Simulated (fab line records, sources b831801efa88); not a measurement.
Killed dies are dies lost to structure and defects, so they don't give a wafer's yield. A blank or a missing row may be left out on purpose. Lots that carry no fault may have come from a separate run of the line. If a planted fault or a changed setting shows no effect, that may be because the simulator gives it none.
Which tool did it? || flow gf180mcu || 13 lots with 39 wafers sampled at 4 steps, on a route of 602 steps

== WHAT THE GAUGES READ, wafer by wafer ==
GF_V1_CD_MEAS_14: the cd target is 260 nm.
{"lot": "L538", "measured": "day 18 13:20", "on": "cd sem-01", "cd nm (nm)": "261.1 260.5 260.0"}
{"lot": "L539", "measured": "day 18 17:58", "on": "cd sem-02", "cd nm (nm)": "260.5 261.2 262.4"}
{"lot": "L544", "measured": "day 20 16:29", "on": "cd sem-01", "cd nm (nm)": "257.7 257.9 258.0"}
{"lot": "L546", "measured": "day 21 08:41", "on": "cd sem-01", "cd nm (nm)": "261.1 261.7 261.6"}
{"lot": "L547", "measured": "day 21 20:04", "on": "cd sem-02", "cd nm (nm)": "259.4 259.1 258.2"}
{"lot": "L548", "measured": "day 22 06:19", "on": "cd sem-02", "cd nm (nm)": "261.0 260.2 262.7"}
{"lot": "L554", "measured": "day 24 22:52", "on": "cd sem-01", "cd nm (nm)": "259.8 259.4 260.4"}
{"lot": "L555", "measured": "day 24 23:36", "on": "cd sem-01", "cd nm (nm)": "260.2 260.4 259.0"}
{"lot": "L556", "measured": "day 25 05:20", "on": "cd sem-02", "cd nm (nm)": "257.5 256.8 258.8"}
{"lot": "L557", "measured": "day 25 05:47", "on": "cd sem-02", "cd nm (nm)": "258.8 258.5 259.3"}
{"lot": "L558", "measured": "day 25 08:36", "on": "cd sem-01", "cd nm (nm)": "261.0 261.7 261.2"}
{"lot": "L559", "measured": "day 26 00:06", "on": "cd sem-01", "cd nm (nm)": "259.6 258.4 259.7"}
{"lot": "L560", "measured": "day 26 11:45", "on": "cd sem-02", "cd nm (nm)": "258.9 258.0 259.7"}

GF_V1_THK_MEAS_25: measures by xrf.
{"lot": "L538", "measured": "day 18 14:29", "on": "film metro-03", "V1_W_THK (nm)": "357 359 357"}
{"lot": "L539", "measured": "day 18 19:08", "on": "film metro-02", "V1_W_THK (nm)": "345 343 347"}
{"lot": "L544", "measured": "day 20 17:37", "on": "film metro-04", "V1_W_THK (nm)": "353 358 360"}
{"lot": "L546", "measured": "day 21 09:53", "on": "film metro-03", "V1_W_THK (nm)": "351 350 350"}
{"lot": "L547", "measured": "day 21 21:17", "on": "film metro-03", "V1_W_THK (nm)": "340 346 345"}
{"lot": "L548", "measured": "day 22 07:28", "on": "film metro-02", "V1_W_THK (nm)": "351 348 348"}
{"lot": "L554", "measured": "day 24 23:59", "on": "film metro-02", "V1_W_THK (nm)": "361 359 356"}
{"lot": "L555", "measured": "day 25 00:49", "on": "film metro-04", "V1_W_THK (nm)": "358 358 354"}
{"lot": "L556", "measured": "day 25 06:28", "on": "film metro-02", "V1_W_THK (nm)": "350 352 346"}
{"lot": "L557", "measured": "day 25 06:56", "on": "film metro-02", "V1_W_THK (nm)": "359 359 354"}
{"lot": "L558", "measured": "day 25 09:46", "on": "film metro-04", "V1_W_THK (nm)": "352 356 357"}
{"lot": "L559", "measured": "day 26 01:15", "on": "film metro-02", "V1_W_THK (nm)": "354 356 357"}
{"lot": "L560", "measured": "day 26 12:59", "on": "film metro-02", "V1_W_THK (nm)": "354 357 362"}

== EACH LOT AND THE TOOL THAT RAN IT (in order: tool; ch and the chambers of the sampled wafers; start) ==
{"lot": "L538", "GF_M1_METAL_ETCH_16": "rie metal-01 ch 1, day 17 12:44", "GF_V1_CVD_23": "cvd w-01 ch 0,1, day 18 14:15"}
{"lot": "L539", "GF_M1_METAL_ETCH_16": "rie metal-01 ch 1, day 17 17:01", "GF_V1_CVD_23": "cvd w-02 ch 0,1, day 18 18:55"}
{"lot": "L544", "GF_M1_METAL_ETCH_16": "rie metal-04 ch 1, day 19 15:35", "GF_V1_CVD_23": "cvd w-01 ch 1, day 20 17:22"}
{"lot": "L546", "GF_M1_METAL_ETCH_16": "rie metal-01 ch 0,1, day 20 07:47", "GF_V1_CVD_23": "cvd w-01 ch 0,1, day 21 09:41"}
{"lot": "L547", "GF_M1_METAL_ETCH_16": "rie metal-03 ch 0,1, day 20 19:16", "GF_V1_CVD_23": "cvd w-01 ch 0,1, day 21 21:03"}
{"lot": "L548", "GF_M1_METAL_ETCH_16": "rie metal-01 ch 0, day 21 05:05", "GF_V1_CVD_23": "cvd w-02 ch 0,1, day 22 07:14"}
{"lot": "L554", "GF_M1_METAL_ETCH_16": "rie metal-01 ch 0,1, day 23 23:12", "GF_V1_CVD_23": "cvd w-02 ch 0,1, day 24 23:46"}
{"lot": "L555", "GF_M1_METAL_ETCH_16": "rie metal-04 ch 0,1, day 24 00:22", "GF_V1_CVD_23": "cvd w-01 ch 0,1, day 25 00:33"}
{"lot": "L556", "GF_M1_METAL_ETCH_16": "rie metal-03 ch 0,1, day 24 05:41", "GF_V1_CVD_23": "cvd w-01 ch 0,1, day 25 06:16"}
{"lot": "L557", "GF_M1_METAL_ETCH_16": "rie metal-01 ch 0,1, day 24 07:13", "GF_V1_CVD_23": "cvd w-01 ch 0,1, day 25 06:41"}
{"lot": "L558", "GF_M1_METAL_ETCH_16": "rie metal-03 ch 0, day 24 09:43", "GF_V1_CVD_23": "cvd w-02 ch 0,1, day 25 09:32"}
{"lot": "L559", "GF_M1_METAL_ETCH_16": "rie metal-04 ch 0,1, day 25 01:26", "GF_V1_CVD_23": "cvd w-01 ch 0,1, day 26 01:01"}
{"lot": "L560", "GF_M1_METAL_ETCH_16": "rie metal-03 ch 0,1, day 25 13:55", "GF_V1_CVD_23": "cvd w-02 ch 0,1, day 26 12:42"}
- GF_M1_METAL_ETCH_16: etches the open film in Cl2/BCl3, stops on SiO2, target depth 627.5 nm, time 104.6 s.
- GF_V1_CVD_23: deposits W, target thk 350 nm, time 105.05 s.

== AS READ BY THE TOOLS THEMSELVES (means over the sampled wafers that have a number; for cases with no such wafer, the mark the record gives instead) ==
GF_M1_METAL_ETCH_16.
{"lot": "L538", "tool": "rie metal-01", "drypump motor current A (A)": 4.8, "oes product au (a.u.)": 0.969, "rf fwd power W (W)": 797.6, "throttle valve pct (%)": 28.255}
{"lot": "L539", "tool": "rie metal-01", "drypump motor current A (A)": 4.8, "oes product au (a.u.)": 0.969, "rf fwd power W (W)": 795.8, "throttle valve pct (%)": 28.253}
{"lot": "L544", "tool": "rie metal-04", "drypump motor current A (A)": 5.2, "oes product au (a.u.)": 0.974, "rf fwd power W (W)": 794.7, "throttle valve pct (%)": 28.246}
{"lot": "L546", "tool": "rie metal-01", "drypump motor current A (A)": 4.8, "oes product au (a.u.)": 0.974, "rf fwd power W (W)": 795.5, "throttle valve pct (%)": 28.248}
{"lot": "L547", "tool": "rie metal-03", "drypump motor current A (A)": 5.4, "oes product au (a.u.)": 0.975, "rf fwd power W (W)": 794.2, "throttle valve pct (%)": 28.248}
{"lot": "L548", "tool": "rie metal-01", "drypump motor current A (A)": 4.7, "oes product au (a.u.)": 0.969, "rf fwd power W (W)": 794.3, "throttle valve pct (%)": 28.251}
{"lot": "L554", "tool": "rie metal-01", "drypump motor current A (A)": 4.7, "oes product au (a.u.)": 0.976, "rf fwd power W (W)": 798.0, "throttle valve pct (%)": 28.245}
{"lot": "L555", "tool": "rie metal-04", "drypump motor current A (A)": 5.5, "oes product au (a.u.)": 0.972, "rf fwd power W (W)": 796.4, "throttle valve pct (%)": 28.258}
{"lot": "L556", "tool": "rie metal-03", "drypump motor current A (A)": 5.5, "oes product au (a.u.)": 0.973, "rf fwd power W (W)": 794.5, "throttle valve pct (%)": 28.252}
{"lot": "L557", "tool": "rie metal-01", "drypump motor current A (A)": 4.8, "oes product au (a.u.)": 0.968, "rf fwd power W (W)": 795.0, "throttle valve pct (%)": 28.246}
{"lot": "L558", "tool": "rie metal-03", "drypump motor current A (A)": 5.3, "oes product au (a.u.)": 0.962, "rf fwd power W (W)": 794.1, "throttle valve pct (%)": 28.257}
{"lot": "L559", "tool": "rie metal-04", "drypump motor current A (A)": 5.6, "oes product au (a.u.)": 0.968, "rf fwd power W (W)": 795.6, "throttle valve pct (%)": 28.246}
{"lot": "L560", "tool": "rie metal-03", "drypump motor current A (A)": 5.4, "oes product au (a.u.)": 0.971, "rf fwd power W (W)": 795.6, "throttle valve pct (%)": 28.252}

GF_V1_CVD_23.
{"lot": "L538", "tool": "cvd w-01", "chamber pressure Torr (Torr)": 40.03, "heater power w (W)": 929}
{"lot": "L539", "tool": "cvd w-02", "chamber pressure Torr (Torr)": 40.07, "heater power w (W)": 900}
{"lot": "L544", "tool": "cvd w-01", "chamber pressure Torr (Torr)": 40.07, "heater power w (W)": 981}
{"lot": "L546", "tool": "cvd w-01", "chamber pressure Torr (Torr)": 38.64, "heater power w (W)": 955}
{"lot": "L547", "tool": "cvd w-01", "chamber pressure Torr (Torr)": 38.66, "heater power w (W)": 950}
{"lot": "L548", "tool": "cvd w-02", "chamber pressure Torr (Torr)": 40.05, "heater power w (W)": 939}
{"lot": "L554", "tool": "cvd w-02", "chamber pressure Torr (Torr)": 40.01, "heater power w (W)": 934}
{"lot": "L555", "tool": "cvd w-01", "chamber pressure Torr (Torr)": 39.99, "heater power w (W)": 955}
{"lot": "L556", "tool": "cvd w-01", "chamber pressure Torr (Torr)": 39.93, "heater power w (W)": 964}
{"lot": "L557", "tool": "cvd w-01", "chamber pressure Torr (Torr)": 40.00, "heater power w (W)": 893}
{"lot": "L558", "tool": "cvd w-02", "chamber pressure Torr (Torr)": 39.97, "heater power w (W)": 909}
{"lot": "L559", "tool": "cvd w-01", "chamber pressure Torr (Torr)": 40.07, "heater power w (W)": 955}
{"lot": "L560", "tool": "cvd w-02", "chamber pressure Torr (Torr)": 40.09, "heater power w (W)": 945}

== THE ANSWER, worked out from the rows above alone ==
Rule: the lots themselves supply what counts as usual. Put in order of their means at a reading, lots are off if they are a third of the lots or fewer, leave a main group of 4 or more, and stand apart from it by a gap of 3 or more times the standard deviation of the main group's means; of several such gaps the widest counts. Not used: any main group whose means are identical at the precision the tables above print for the reading. Also off: a lot with no number at a reading for which 4 or more lots have one. The other lots that the step has rows for count as sound. The gauges are gone through in route order, then the tools' own readings, and for those a lot's mean is taken as printed above. At the first step where some lot is off, the reading lying furthest off is the one used; lots without a number count as furthest.
Off at GF_V1_CVD_23 (chamber pressure Torr): L546, L547. The main group: mean 40.03 Torr, standard deviation 0.048.
If a tool, at that step or one of the process steps before it, ran each lot that is off and ran no sound lot following the first of them, it fits. No candidate that was tried fits.

== WHAT WAS PUT IN BY THE SIMULATOR ==
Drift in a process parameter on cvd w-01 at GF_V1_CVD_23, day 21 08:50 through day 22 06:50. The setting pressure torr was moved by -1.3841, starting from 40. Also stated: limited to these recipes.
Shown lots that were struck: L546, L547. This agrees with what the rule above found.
